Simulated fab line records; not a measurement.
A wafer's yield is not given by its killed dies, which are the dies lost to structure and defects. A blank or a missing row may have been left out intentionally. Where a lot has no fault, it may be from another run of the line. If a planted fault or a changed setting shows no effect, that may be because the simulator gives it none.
Which tool was responsible? || flow sky130 || 18 wafers from 6 lots sampled at 3 of the route's 708 steps

## WHAT EACH GAUGE READ, for each wafer
SKY_CAP2M_THK_MEAS_01.
{"lot": "L167", "measured": "day 40 02:25", "on": "film_metro-02", "CAP2M_CVD_00_THK (nm)": "15.45 15.47 15.97"}
{"lot": "L169", "measured": "day 40 22:18", "on": "film_metro-03", "CAP2M_CVD_00_THK (nm)": "15.43 15.78 15.73"}
{"lot": "L172", "measured": "day 41 17:44", "on": "film_metro-03", "CAP2M_CVD_00_THK (nm)": "15.32 15.62 15.70"}
{"lot": "L176", "measured": "day 42 17:32", "on": "film_metro-04", "CAP2M_CVD_00_THK (nm)": "22.39 15.85 22.54"}
{"lot": "L185", "measured": "day 45 03:12", "on": "film_metro-03", "CAP2M_CVD_00_THK (nm)": "15.61 15.34 15.38"}
{"lot": "L189", "measured": "day 46 10:37", "on": "film_metro-04", "CAP2M_CVD_00_THK (nm)": "15.18 15.65 15.23"}

## WHICH TOOL RAN EACH LOT (tool, then ch and the chambers of the sampled wafers, then the start)
{"lot": "L167", "SKY_METAL4_SPUTTER_02": "pvd_sputter-01, day 40 02:17", "SKY_CAP2M_CVD_00": "pecvd-01 ch 0,1,2, day 40 02:23"}
{"lot": "L169", "SKY_METAL4_SPUTTER_02": "pvd_sputter-01, day 40 22:10", "SKY_CAP2M_CVD_00": "pecvd-02 ch 0,2, day 40 22:17"}
{"lot": "L172", "SKY_METAL4_SPUTTER_02": "pvd_sputter-02, day 41 17:37", "SKY_CAP2M_CVD_00": "pecvd-01 ch 0,1, day 41 17:43"}
{"lot": "L176", "SKY_METAL4_SPUTTER_02": "pvd_sputter-02, day 42 17:23", "SKY_CAP2M_CVD_00": "pecvd-02 ch 2, day 42 17:30"}
{"lot": "L185", "SKY_METAL4_SPUTTER_02": "pvd_sputter-03, day 45 03:04", "SKY_CAP2M_CVD_00": "pecvd-01 ch 0,1,2, day 45 03:11"}
{"lot": "L189", "SKY_METAL4_SPUTTER_02": "pvd_sputter-03, day 46 10:29", "SKY_CAP2M_CVD_00": "pecvd-01 ch 0,2, day 46 10:35"}
- SKY_METAL4_SPUTTER_02: material AlCu, target thk 735 nm, time 39.1 s.
- SKY_CAP2M_CVD_00: deposits SiO2, target thk 15.5 nm.

## THE ANSWER, worked out from the rows above alone
Rule: usual is defined by the lots themselves. Put in order of their means at a reading, lots are off if they are a third of the lots or fewer, leave a main group of 4 or more, and stand apart from it by a gap of 3 or more times the standard deviation of the main group's means; of several such gaps the widest counts. Not used: any main group whose means are identical at the precision the tables above print for the reading. A lot without any number at a reading at which 4 lots or more have one is off too. The other lots that the step has rows for count as sound.
Off: L176, at SKY_CAP2M_THK_MEAS_01 (CAP2M_CVD_00_THK). Mean 15.52 nm and standard deviation 0.11 in the main group.
A tool fits if, at a process step before that reading, it ran every lot that is off, and no sound lot after the first of them. Gauges at SKY_CAP2M_THK_MEAS_01: tried the same way as those tools. 2 tools fit, pvd_sputter-02 at SKY_METAL4_SPUTTER_02 and pecvd-02 at SKY_CAP2M_CVD_00, so this cannot tell which one it is.

## WHAT THE SIMULATOR HAD INSERTED
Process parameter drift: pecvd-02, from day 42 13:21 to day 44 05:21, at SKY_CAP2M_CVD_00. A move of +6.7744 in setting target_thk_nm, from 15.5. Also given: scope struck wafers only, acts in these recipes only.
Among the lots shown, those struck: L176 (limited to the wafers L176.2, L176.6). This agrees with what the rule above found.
